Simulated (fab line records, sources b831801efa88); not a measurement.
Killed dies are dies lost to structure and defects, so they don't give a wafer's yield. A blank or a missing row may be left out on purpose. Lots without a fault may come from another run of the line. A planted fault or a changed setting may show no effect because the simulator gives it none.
Problem report in the 8D (eight disciplines) form, filled by code | flow gf180mcu | the parts of the form that need people (team, actions taken, sign-off) are left out

1. THE PROBLEM
TOP_METAL_ALCU_RS at GF_TOP_METAL_RS_MEAS_05 reads a mean of 0.0456 ohm/sq on 2 wafers of 1 lot; wafers without a fault read 0.0329 ohm/sq with a standard deviation of 0.00033. That is +38 standard deviations from the usual mean.
The step: measures by four-point-probe.
First seen on wafer L282.3, day 32 06:20, on film_metro-03. The record holds 32 wafers of 11 lots with a number at this step. Rule for "out", or "out of limits": more than 4 standard deviations from the usual mean. The other wafers with a number count as sound.

2. WHAT IT IS AND WHAT IT IS NOT
question                    | is                     | is not
which readings at this step | TOP_METAL_ALCU_RS      | -
which lots                  | L282                   | L267, L268, L269, L270, L271, L272, L283, L284, L286, L288
which wafers of those lots  | all that have a number | -
read on which gauges        | film_metro-03          | film_metro-02, film_metro-04
when                        | from day 32 06:20      | up to then (18 sound wafers); but 12 sound wafers of L283, L284, L286, L288 came after

3. SUSPECTS, AND WHAT RULES EACH OUT
Counting: a tool at a process step up to the reading stays a suspect if it ran every lot that is out and no sound lot after the first of them.
- the gauge at GF_TOP_METAL_RS_MEAS_05: kept. All the wafers that are out were read on film_metro-03, and no step on other tools shows them out.
- pvd_sputter-03 at GF_V5_SPUTTER_22 (material TiN, target thk 10 nm, time 40 s): ruled out as a lasting fault. Sound lots L283, L286 ran on it after its first lot that is out, L282 (day 32 05:27).
- pvd_sputter-01 at GF_TOP_METAL_SPUTTER_02 (material AlCu, target thk 900 nm, time 47.82 s): kept. It ran the lot that is out, L282 (day 32 06:13), and no sound lot after that; its last sound lot up to then is L272 (day 29 08:02).
Left after counting: pvd_sputter-01 at GF_TOP_METAL_SPUTTER_02, film_metro-03 at GF_TOP_METAL_RS_MEAS_05.

4. THE CAUSE (what the simulator had put in)
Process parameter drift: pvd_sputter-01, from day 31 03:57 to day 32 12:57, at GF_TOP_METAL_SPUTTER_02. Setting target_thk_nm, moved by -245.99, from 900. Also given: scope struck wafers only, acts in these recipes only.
Counting left 2 suspects, and this tool is among them.

5. THE CHAIN OF EFFECTS, in route order
Each row: a reading whose mean over the struck wafers that have a number lies more than 3 standard deviations from the usual. Only readings for which the record gives a usual standard deviation are gone through. hours: the time from each lot's start at the first step in this table that gives one to its start at this step, as a median over the lots. sigmas: the change in usual standard deviations.
hours | step                     | reading            | usual         | on struck wafers | change  | sigmas
0     | GF_TOP_METAL_RS_MEAS_05  | TOP_METAL_ALCU_RS  | 0.0329 ohm/sq | 0.0456           | +0.0127 | +38
0     | GF_TOP_METAL_THK_MEAS_06 | TOP_METAL_ALCU_THK | 911 nm        | 656              | -254    | -23

6. WHAT WOULD HAVE CAUGHT IT SOONER
In this record the first reading out of limits at a measuring or inspecting step was taken at day 32 06:20, 26 hours after the fault began at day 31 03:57.
Of the tool readings at GF_TOP_METAL_SPUTTER_02 for which the record gives a usual standard deviation, none was out on any struck wafer, so an alarm limit of 4 standard deviations on them would not have fired.
All the lots that are out (1) had begun GF_TOP_METAL_SPUTTER_02 on pvd_sputter-01 by day 32 06:20. A hold on the tool at that time would have spared none of them.
